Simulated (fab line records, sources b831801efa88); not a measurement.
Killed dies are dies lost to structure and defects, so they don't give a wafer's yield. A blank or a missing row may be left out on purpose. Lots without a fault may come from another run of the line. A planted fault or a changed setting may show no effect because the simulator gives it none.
Which tool did it? | flow gf180mcu | 13 lots, 39 wafers sampled, at 5 steps of a route of 602

WHAT THE GAUGES READ, wafer by wafer
GF_NSD_CD_MEAS_07: target cd 400 nm. Usual: cd_nm 399.7 nm, standard deviation 2.8.
lot  | measured     | on        | cd_nm (nm)        | flag
L773 | day 14 02:38 | cd_sem-02 | 402.3 402.4 402.2 |
L774 | day 14 10:17 | cd_sem-01 | 397.9 398.9 399.6 |
L775 | day 14 15:26 | cd_sem-02 | 399.9 401.8 402.4 |
L776 | day 15 05:22 | cd_sem-01 | 394.9 395.2 397.5 |
L780 | day 16 14:34 | cd_sem-01 | 401.5 401.0 402.2 |
L781 | day 16 14:47 | cd_sem-02 | 398.2 398.0 399.6 |
L782 | day 17 05:56 | cd_sem-02 | 396.9 399.8 398.3 |
L783 | day 17 11:26 | cd_sem-02 | 402.8 400.3 399.8 |
L787 | day 18 16:40 | cd_sem-01 | 396.3 398.4 396.3 |
L789 | day 19 09:26 | cd_sem-01 | 399.7 400.4 400.2 |
L792 | day 20 07:52 | cd_sem-01 | 397.1 399.1 395.7 |
L793 | day 20 18:55 | cd_sem-02 | 403.4 402.3 402.2 |
L795 | day 21 11:02 | cd_sem-02 | 400.8 400.4 402.9 |

GF_PSD_RS_MEAS_14: measures by four-point-probe. Usual: NSD_RS 45.73 ohm/sq, standard deviation 0.067.
lot  | measured     | on            | NSD_RS (ohm/sq)   | flag
L773 | day 15 01:11 | film_metro-02 | 45.88 45.74 45.64 |
L774 | day 15 08:29 | film_metro-01 | 45.66 45.76 45.76 |
L775 | day 15 13:46 | film_metro-04 | 45.76 45.75 45.82 |
L776 | day 16 04:46 | film_metro-01 | 45.60 45.64 45.68 |
L780 | day 17 14:52 | film_metro-01 | 45.72 45.64 45.63 |
L781 | day 17 15:05 | film_metro-04 | 45.83 45.77 45.75 |
L782 | day 18 06:05 | film_metro-01 | 45.69 45.76 45.63 |
L783 | day 18 13:07 | film_metro-04 | 45.74 45.69 45.69 |
L787 | day 19 18:43 | film_metro-02 | 47.33 47.28 47.31 | OFF
L789 | day 20 11:32 | film_metro-01 | 47.41 47.35 47.41 | OFF
L792 | day 21 09:43 | film_metro-01 | 45.72 45.72 45.70 |
L793 | day 21 19:40 | film_metro-01 | 45.71 45.67 45.74 |
L795 | day 22 11:35 | film_metro-04 | 45.70 45.72 45.83 |

GF_PSD_RS_MEAS_15: measures by four-point-probe. Usual: PSD_RS 108.69 ohm/sq, standard deviation 0.26.
lot  | measured     | on            | PSD_RS (ohm/sq)      | flag
L773 | day 15 01:19 | film_metro-02 | 108.73 108.71 108.22 |
L774 | day 15 08:37 | film_metro-01 | 108.52 108.74 108.50 |
L775 | day 15 13:53 | film_metro-04 | 108.93 108.85 108.97 |
L776 | day 16 04:53 | film_metro-01 | 108.63 108.81 108.49 |
L780 | day 17 14:59 | film_metro-01 | 108.28 108.72 108.36 |
L781 | day 17 15:13 | film_metro-04 | 108.71 108.51 108.92 |
L782 | day 18 06:13 | film_metro-01 | 108.31 108.62 108.45 |
L783 | day 18 13:14 | film_metro-04 | 109.12 108.63 108.74 |
L787 | day 19 18:50 | film_metro-02 | 117.04 117.05 116.54 | OFF
L789 | day 20 11:40 | film_metro-01 | 117.01 117.36 117.07 | OFF
L792 | day 21 09:50 | film_metro-01 | 108.85 108.73 109.03 |
L793 | day 21 19:47 | film_metro-01 | 108.36 108.38 108.61 |
L795 | day 22 11:43 | film_metro-04 | 108.50 109.16 108.46 |

GF_SAB_OVL_MEAS_10. Usual: SAB_OVL 0.2 nm, standard deviation 1.4.
lot  | measured     | on         | SAB_OVL (nm)   | flag
L773 | day 15 23:50 | overlay-02 | 1.8 -0.8 -1.1  |
L774 | day 16 07:37 | overlay-01 | -0.9 1.0 1.8   |
L775 | day 16 12:29 | overlay-02 | -0.5 1.6 2.1   |
L776 | day 17 04:29 | overlay-02 | -0.6 0.6 0.2   |
L780 | day 18 15:23 | overlay-01 | -0.1 1.8 1.3   |
L781 | day 18 15:47 | overlay-01 | 0.2 -0.8 0.3   |
L782 | day 19 06:44 | overlay-01 | 0.0 -2.1 -1.3  |
L783 | day 19 14:41 | overlay-02 | 1.9 1.1 0.7    |
L787 | day 20 19:28 | overlay-01 | 1.5 1.6 0.4    |
L789 | day 21 12:38 | overlay-02 | 1.2 1.8 2.6    |
L792 | day 22 10:23 | overlay-01 | -0.4 -2.0 -2.1 |
L793 | day 22 19:26 | overlay-01 | -0.5 1.2 0.9   |
L795 | day 23 11:02 | overlay-02 | -0.9 -0.6 -0.3 |

WHICH TOOL RAN EACH LOT (tool, then ch and the chambers of the sampled wafers, then the start)
lot  | GF_PSD_RTA_13
L773 | rtp_anneal-01 ch 0, day 15 01:06
L774 | rtp_anneal-01 ch 0, day 15 08:23
L775 | rtp_anneal-01 ch 0, day 15 13:41
L776 | rtp_anneal-01 ch 0, day 16 04:41
L780 | rtp_anneal-02 ch 0, day 17 14:47
L781 | rtp_anneal-02 ch 0, day 17 15:00
L782 | rtp_anneal-02 ch 0, day 18 06:00
L783 | rtp_anneal-02 ch 0, day 18 13:02
L787 | rtp_anneal-01 ch 0, day 19 18:38
L789 | rtp_anneal-01 ch 0, day 20 11:26
L792 | rtp_anneal-02 ch 0, day 21 09:38
L793 | rtp_anneal-02 ch 0, day 21 19:35
L795 | rtp_anneal-02 ch 0, day 22 11:30
- GF_PSD_RTA_13: time 20 s.

WHAT THE TOOLS THEMSELVES READ (means of the sampled wafers that have a number; where no wafer has one, the mark that the record gives instead)
GF_PSD_RTA_13. Usual: lamp_power_pct 32.4 %, standard deviation 0.46; wafer_temp_C_max 1030.4, standard deviation 1.6.
lot  | tool          | lamp_power_pct (%) | wafer_temp_C_max | flag
L773 | rtp_anneal-01 | 33.0               | 1028.7           |
L774 | rtp_anneal-01 | 33.0               | 1028.8           |
L775 | rtp_anneal-01 | 33.0               | 1029.2           |
L776 | rtp_anneal-01 | 33.0               | 1028.8           |
L780 | rtp_anneal-02 | 32.1               | 1032.2           |
L781 | rtp_anneal-02 | 32.1               | 1029.9           |
L782 | rtp_anneal-02 | 32.1               | 1032.1           |
L783 | rtp_anneal-02 | 32.1               | 1031.0           |
L787 | rtp_anneal-01 | 31.9               | 1016.3           | OFF
L789 | rtp_anneal-01 | 31.9               | 1016.7           | OFF
L792 | rtp_anneal-02 | 32.1               | 1031.3           |
L793 | rtp_anneal-02 | 32.1               | 1031.9           |
L795 | rtp_anneal-02 | 32.1               | 1030.3           |

THE ANSWER, worked out from the rows above alone
Rule: a lot is off if the mean of its wafers that have a number lies more than 3 standard deviations from the usual mean. A lot without any number at a reading at which 4 lots or more have one is off too. The other lots that the step has rows for count as sound. The gauges are gone through in route order, then the tools' own readings, and for those a lot's mean is taken as printed above. The first step at which some lot is off is used, and at that step the reading that is off furthest; a lot without a number counts as furthest.
Off: L787, L789, at GF_PSD_RS_MEAS_14 (NSD_RS).
A tool fits if, at a process step before that reading, it ran every lot that is off, and no sound lot after the first of them. The gauges at GF_PSD_RS_MEAS_14 aren't tried: what is off there is off at GF_PSD_RTA_13 too, on other tools, and a gauge's error can't cause that. One fits: rtp_anneal-01 at GF_PSD_RTA_13. Its last sound lot is L776 (day 16 04:41), its first lot that is off L787 (day 19 18:38): a fault that began between those two fits.
The tool's own readings at GF_PSD_RTA_13 bear it out: on the lots that are off they differ by more than 5 times the standard deviation of the sound lots' means. wafer_temp_C_max reads 1016.5 there against 1030.4 on the sound lots.

WHAT THE SIMULATOR HAD PUT IN
Process parameter drift: rtp_anneal-01, from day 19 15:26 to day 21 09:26, at GF_PSD_RTA_13. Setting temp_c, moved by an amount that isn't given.
Lots struck among those shown: L787, L789. The rule above found the same.
